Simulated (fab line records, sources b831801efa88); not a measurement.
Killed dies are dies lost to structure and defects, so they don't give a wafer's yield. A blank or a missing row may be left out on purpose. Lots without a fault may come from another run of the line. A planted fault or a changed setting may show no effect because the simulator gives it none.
Chamber matching | flow gf180mcu | GF_V2_ETCH_16 on rie_diel-03: 4 sister chambers
The step etches BARC in N2/H2. 14 wafers are shown with their chamber, then 7 later ones without.

WAFERS WITH THEIR CHAMBER
wafer  | chamber | drypump_motor_current_A (A) | throttle_valve_pct (%) | oes_product_au (a.u.)
L074.1 | 2       | 6.4                         | 13.233                 | 0.853
L074.3 | 3       | 5.7                         | 13.212                 | 0.848
L074.5 | 2       | 6.4                         | 13.235                 | 0.857
L085.3 | 3       | 5.7                         | 13.225                 | 0.853
L085.4 | 2       | 6.4                         | 13.221                 | 0.854
L085.5 | 3       | 5.7                         | 13.227                 | 0.862
L086.4 | 0       | 5.5                         | 13.224                 | 0.854
L086.5 | 1       | 6.0                         | 13.213                 | 0.857
L086.6 | 0       | 5.5                         | 13.225                 | 0.851
L090.2 | 2       | 6.4                         | 13.223                 | 0.858
L090.4 | 0       | 5.4                         | 13.219                 | 0.854
L090.6 | 0       | 5.5                         | 13.238                 | 0.855
L092.3 | 1       | 6.1                         | 13.212                 | 0.856
L092.4 | 2       | 6.4                         | 13.238                 | 0.856

SIGNATURES (means of the wafers above)
reading                 | chamber 0 | chamber 1 | chamber 2 | chamber 3 | scatter within a chamber
drypump_motor_current_A | 5.475     | 6.050     | 6.400     | 5.700     | 0.0354
throttle_valve_pct      | 13.22650  | 13.21250  | 13.23000  | 13.22133  | 0.00747
oes_product_au          | 0.85350   | 0.85650   | 0.85560   | 0.85433   | 0.00357
Rule: a wafer's distance from a chamber is the root of the sum, over the readings, of the square of ((its reading less the chamber's mean) divided by the reading's scatter). The wafer belongs to the nearest chamber; if the next one is less than 2 further off, it can't be placed. The scatter: the root of (the sum of the squares of (reading less its chamber's mean) over the shown wafers, divided by (wafers less chambers)).

WAFERS WITHOUT THEIR CHAMBER
wafer  | drypump_motor_current_A (A) | throttle_valve_pct (%) | oes_product_au (a.u.)
L092.5 | 6.0                         | 13.212                 | 0.857
L093.2 | 5.7                         | 13.218                 | 0.857
L093.4 | 6.0                         | 13.225                 | 0.860
L093.6 | 5.7                         | 13.235                 | 0.857
L097.1 | 6.4                         | 13.223                 | 0.853
L097.3 | 6.0                         | 13.236                 | 0.853
L097.5 | 6.0                         | 13.222                 | 0.862

WHICH CHAMBER EACH WENT THROUGH
wafer  | from the rows above | in truth
L092.5 | 1                   | 1
L093.2 | 3                   | 3
L093.4 | 1                   | 1
L093.6 | 3                   | 3
L097.1 | 2                   | 2
L097.3 | 1                   | 1
L097.5 | 1                   | 1
Placed correctly: 7 of 7. Can't be placed from these rows: 0. Placed wrongly: 0.
